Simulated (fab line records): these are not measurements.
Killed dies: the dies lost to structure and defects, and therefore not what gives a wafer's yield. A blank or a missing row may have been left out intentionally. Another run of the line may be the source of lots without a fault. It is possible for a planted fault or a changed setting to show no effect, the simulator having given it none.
Code-filled problem report in 8D (eight disciplines) form / flow sky130 / the parts of the form that need people (team, actions taken, sign-off) are left out

## 1. THE PROBLEM
overpolish run s at SKY_CONTACT_CMP_27 reads a mean of 0.039 s on 4 wafers of 3 lots; wafers without a fault read 15.001 s with a standard deviation of 0.0094. So: -99 or more standard deviations from the usual mean.
The step: polishes, stops on SiO2, t overpolish 15 s, target thk 0 nm.
First seen on wafer L345.5, day 35 08:06, on cmp-01. The record has a number at this step for 34 wafers belonging to 12 lots. The rule behind "out" and "out of limits": a value lying over 4 standard deviations away from the usual mean. The other wafers with a number count as sound.

## 2. WHAT IT IS AND WHAT IT IS NOT
question=which readings at this step | is=overpolish run s, time to endpoint s | is not=motor current A
question=which lots | is=L345, L346, L347 | is not=L334, L335, L336, L337, L338, L349, L350, L352, L357
question=which wafers of those lots | is=L345.5, L346.2, L347.2, L347.5 | is not=L345.3, L346.6, L347.4
question=read on which tools | is=cmp-01 | is not=cmp-02
question=when | is=from day 35 08:06 | is not=up to then (16 sound wafers); but 14 sound wafers of L346, L347, L349, L350, L352, L357 came after

## 3. THE SUSPECTS, EACH WITH WHAT RULES IT OUT
Counting: any tool at a process step up to the reading remains a suspect provided it ran every lot that is out. Sound lots after the first of them don't rule it out here, since some wafers of a struck lot are sound.
- cmp-01 at SKY_CONTACT_CMP_27 (polishes, stops on SiO2, t overpolish 15 s, target thk 0 nm): kept. It ran every lot that is out, first L345 (day 35 08:06); its last sound lot up to then is L338 (day 32 23:31). On those wafers its own readings are out: overpolish run s, time to endpoint s.
Remaining after the count: cmp-01 at SKY_CONTACT_CMP_27.

## 4. THE CAUSE (what the simulator had put in)
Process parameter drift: cmp-01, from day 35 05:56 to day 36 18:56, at SKY_CONTACT_CMP_27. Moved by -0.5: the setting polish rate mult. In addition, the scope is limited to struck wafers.
The count eliminated every tool but this one.

## 5. THE EFFECT CHAIN, in route order
Rows list readings where the struck wafers' mean (over those with a number) sits beyond 3 standard deviations from the usual. Only readings for which the record gives a usual standard deviation are gone through. hours: the time from each lot's start at the first step in this table that gives one to its start at this step, as a median over the lots. sigmas: the change in usual standard deviations.
hours=0; step=SKY_CONTACT_CMP_27; reading=overpolish run s; usual=15.001 s; on struck wafers=0.039; change=-14.962; sigmas=-99 or more
hours=0; step=SKY_CONTACT_CMP_27; reading=time to endpoint s; usual=82 s; on struck wafers=126; change=+44; sigmas=+14
hours=319; step=SKY_PAD_OPEN_PROBE_99; reading=killed at contacts; usual=24; on struck wafers=425; change=+401; sigmas=+77
hours=319; step=SKY_PAD_OPEN_PROBE_99; reading=killed dies; usual=86; on struck wafers=492; change=+406; sigmas=+42
hours=319; step=SKY_PAD_OPEN_PROBE_99; reading=killed on rim; usual=17; on struck wafers=96; change=+79; sigmas=+19
It contains these process steps:
- SKY_CONTACT_CMP_27: polishes, stops on SiO2, t overpolish 15 s, target thk 0 nm.
- SKY_PAD_OPEN_PROBE_99

## 6. HOW IT WOULD HAVE BEEN CAUGHT EARLIER
The fault began at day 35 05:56; the first out-of-limits reading in this record came at day 35 08:06, 2 hours later.
